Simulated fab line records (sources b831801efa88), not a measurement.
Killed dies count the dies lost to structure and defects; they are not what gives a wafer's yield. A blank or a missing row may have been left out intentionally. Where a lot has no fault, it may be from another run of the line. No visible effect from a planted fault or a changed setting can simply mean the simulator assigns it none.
The tool behind it: which one? / flow sky130 / 12 lots with 36 wafers sampled at 3 steps, on a route of 708 steps

## WHAT THE GAUGES READ, wafer by wafer
SKY_VIA2_OVL_MEAS_13.
lot=L286; measured=day 36 05:55; on=overlay-01; VIA2_OVL (nm)=-5 -2 6
lot=L287; measured=day 36 10:35; on=overlay-01; VIA2_OVL (nm)=-12 -14 -9
lot=L289; measured=day 37 00:37; on=overlay-02; VIA2_OVL (nm)=-8 -10 -10
lot=L290; measured=day 37 06:46; on=overlay-01; VIA2_OVL (nm)=-7 -12 -6
lot=L291; measured=day 38 05:42; on=overlay-01; VIA2_OVL (nm)=-2 -9 -5
lot=L296; measured=day 39 19:37; on=overlay-02; VIA2_OVL (nm)=-11 -9 -12
lot=L298; measured=day 40 01:40; on=overlay-02; VIA2_OVL (nm)=-10 -10 -8
lot=L302; measured=day 41 15:42; on=overlay-01; VIA2_OVL (nm)=2 7 5
lot=L305; measured=day 41 21:07; on=overlay-02; VIA2_OVL (nm)=6 10 8
lot=L307; measured=day 42 03:35; on=overlay-01; VIA2_OVL (nm)=1 -3 -4
lot=L308; measured=day 42 19:48; on=overlay-01; VIA2_OVL (nm)=-9 -7 -8
lot=L309; measured=day 43 02:37; on=overlay-01; VIA2_OVL (nm)=1 -7 -8

## WHAT TOOL EACH LOT RAN ON (gives the tool, then ch and the chambers of the sampled wafers, and finally the start)
lot=L286; SKY_LDD_N_IMPLANT_08=implanter-01 ch 0, day 17 13:44; SKY_METAL1_SPUTTER_03=pvdSputter-04, day 31 15:01
lot=L287; SKY_LDD_N_IMPLANT_08=implanter-04 ch 0, day 18 02:58; SKY_METAL1_SPUTTER_03=pvdSputter-04, day 31 20:44
lot=L289; SKY_LDD_N_IMPLANT_08=implanter-02 ch 0, day 18 14:41; SKY_METAL1_SPUTTER_03=pvdSputter-03, day 32 08:59
lot=L290; SKY_LDD_N_IMPLANT_08=implanter-02 ch 0, day 18 22:03; SKY_METAL1_SPUTTER_03=pvdSputter-03, day 32 16:23
lot=L291; SKY_LDD_N_IMPLANT_08=implanter-02 ch 0, day 20 02:19; SKY_METAL1_SPUTTER_03=pvdSputter-03, day 33 15:34
lot=L296; SKY_LDD_N_IMPLANT_08=implanter-02 ch 0, day 22 02:23; SKY_METAL1_SPUTTER_03=pvdSputter-04, day 35 09:52
lot=L298; SKY_LDD_N_IMPLANT_08=implanter-02 ch 0, day 22 10:35; SKY_METAL1_SPUTTER_03=pvdSputter-03, day 35 16:17
lot=L302; SKY_LDD_N_IMPLANT_08=implanter-04 ch 0, day 24 01:10; SKY_METAL1_SPUTTER_03=pvdSputter-03, day 37 06:03
lot=L305; SKY_LDD_N_IMPLANT_08=implanter-04 ch 0, day 24 15:34; SKY_METAL1_SPUTTER_03=pvdSputter-04, day 37 14:11
lot=L307; SKY_LDD_N_IMPLANT_08=implanter-04 ch 0, day 24 22:23; SKY_METAL1_SPUTTER_03=pvdSputter-03, day 37 21:55
lot=L308; SKY_LDD_N_IMPLANT_08=implanter-04 ch 0, day 25 16:52; SKY_METAL1_SPUTTER_03=pvdSputter-04, day 38 14:05
lot=L309; SKY_LDD_N_IMPLANT_08=implanter-01 ch 0, day 25 23:59; SKY_METAL1_SPUTTER_03=pvdSputter-01, day 38 20:56
- SKY_LDD_N_IMPLANT_08
- SKY_METAL1_SPUTTER_03: material Ti, target thk 5 nm, time 3.3 s.

## WHAT THE TOOLS THEMSELVES READ (means of the sampled wafers that have a number; where no wafer has one, the mark that the record gives instead)
SKY_LDD_N_IMPLANT_08.
lot=L286; tool=implanter-01; beamEnergyKeV=20.008; doseIonsCm2=7.498e+13; endStationPressureTorr (Torr)=5.33e-06
lot=L287; tool=implanter-04; beamEnergyKeV=20.002; doseIonsCm2=7.505e+13; endStationPressureTorr (Torr)=5.29e-06
lot=L289; tool=implanter-02; beamEnergyKeV=20.005; doseIonsCm2=7.491e+13; endStationPressureTorr (Torr)=5.21e-06
lot=L290; tool=implanter-02; beamEnergyKeV=20.001; doseIonsCm2=7.499e+13; endStationPressureTorr (Torr)=5.33e-06
lot=L291; tool=implanter-02; beamEnergyKeV=19.996; doseIonsCm2=7.492e+13; endStationPressureTorr (Torr)=5.19e-06
lot=L296; tool=implanter-02; beamEnergyKeV=20.007; doseIonsCm2=7.362e+13; endStationPressureTorr (Torr)=5.12e-06
lot=L298; tool=implanter-02; beamEnergyKeV=20.009; doseIonsCm2=7.360e+13; endStationPressureTorr (Torr)=5.27e-06
lot=L302; tool=implanter-04; beamEnergyKeV=20.002; doseIonsCm2=7.510e+13; endStationPressureTorr (Torr)=5.35e-06
lot=L305; tool=implanter-04; beamEnergyKeV=19.992; doseIonsCm2=7.507e+13; endStationPressureTorr (Torr)=5.22e-06
lot=L307; tool=implanter-04; beamEnergyKeV=19.996; doseIonsCm2=7.501e+13; endStationPressureTorr (Torr)=5.09e-06
lot=L308; tool=implanter-04; beamEnergyKeV=20.001; doseIonsCm2=7.509e+13; endStationPressureTorr (Torr)=5.26e-06
lot=L309; tool=implanter-01; beamEnergyKeV=19.993; doseIonsCm2=7.488e+13; endStationPressureTorr (Torr)=5.11e-06

SKY_METAL1_SPUTTER_03.
lot=L286; tool=pvdSputter-04; cathodeDcPowerW (W)=3000.1; throttleValvePct (%)=29.2
lot=L287; tool=pvdSputter-04; cathodeDcPowerW (W)=3000.3; throttleValvePct (%)=29.7
lot=L289; tool=pvdSputter-03; cathodeDcPowerW (W)=2999.9; throttleValvePct (%)=29.9
lot=L290; tool=pvdSputter-03; cathodeDcPowerW (W)=3000.3; throttleValvePct (%)=30.2
lot=L291; tool=pvdSputter-03; cathodeDcPowerW (W)=3000.3; throttleValvePct (%)=31.1
lot=L296; tool=pvdSputter-04; cathodeDcPowerW (W)=2999.9; throttleValvePct (%)=29.2
lot=L298; tool=pvdSputter-03; cathodeDcPowerW (W)=2999.7; throttleValvePct (%)=30.7
lot=L302; tool=pvdSputter-03; cathodeDcPowerW (W)=3000.1; throttleValvePct (%)=30.0
lot=L305; tool=pvdSputter-04; cathodeDcPowerW (W)=3000.0; throttleValvePct (%)=30.3
lot=L307; tool=pvdSputter-03; cathodeDcPowerW (W)=2999.8; throttleValvePct (%)=30.5
lot=L308; tool=pvdSputter-04; cathodeDcPowerW (W)=3000.0; throttleValvePct (%)=29.6
lot=L309; tool=pvdSputter-01; cathodeDcPowerW (W)=2999.5; throttleValvePct (%)=30.3

## THE ANSWER, worked out from the rows above alone
Rule: usual is defined by the lots themselves. Put in order of their means at a reading, lots are off if they are a third of the lots or fewer, leave a main group of 4 or more, and stand apart from it by a gap of 3 or more times the standard deviation of the main group's means; of several such gaps the widest counts. If all means in a main group match to the digits the tables above print for the reading, that group is not used. A lot without any number at a reading at which 4 lots or more have one is off too. Any other lot the step has rows for is counted as sound. The gauges are gone through in route order, then the tools' own readings, and for those a lot's mean is taken as printed above. At the first step where some lot is off, the reading lying furthest off is the one used; lots without a number count as furthest.
Off, at SKY_LDD_N_IMPLANT_08 on doseIonsCm2: L296, L298. Main group: mean 7.500e+13, sd 7.4e+10.
A tool fits if, at that step or a process step before it, it ran every lot that is off, and no sound lot after the first of them. One fits: implanter-02 at SKY_LDD_N_IMPLANT_08. A fault onset in the window from L291 (day 20 02:19, its last sound lot) to L296 (day 22 02:23, its first lot off) fits.
On the lots that are off, the tool's own readings at SKY_LDD_N_IMPLANT_08 differ by more than 5 times the standard deviation of the sound lots' means, which bears it out; doseIonsCm2 reads 7.361e+13 there versus 7.500e+13 on the sound lots.

## WHAT THE SIMULATOR HAD PUT IN
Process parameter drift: implanter-02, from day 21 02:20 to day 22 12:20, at SKY_LDD_N_IMPLANT_08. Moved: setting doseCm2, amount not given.
Lots struck among those shown: L296, L298. The same result came from the rule above.
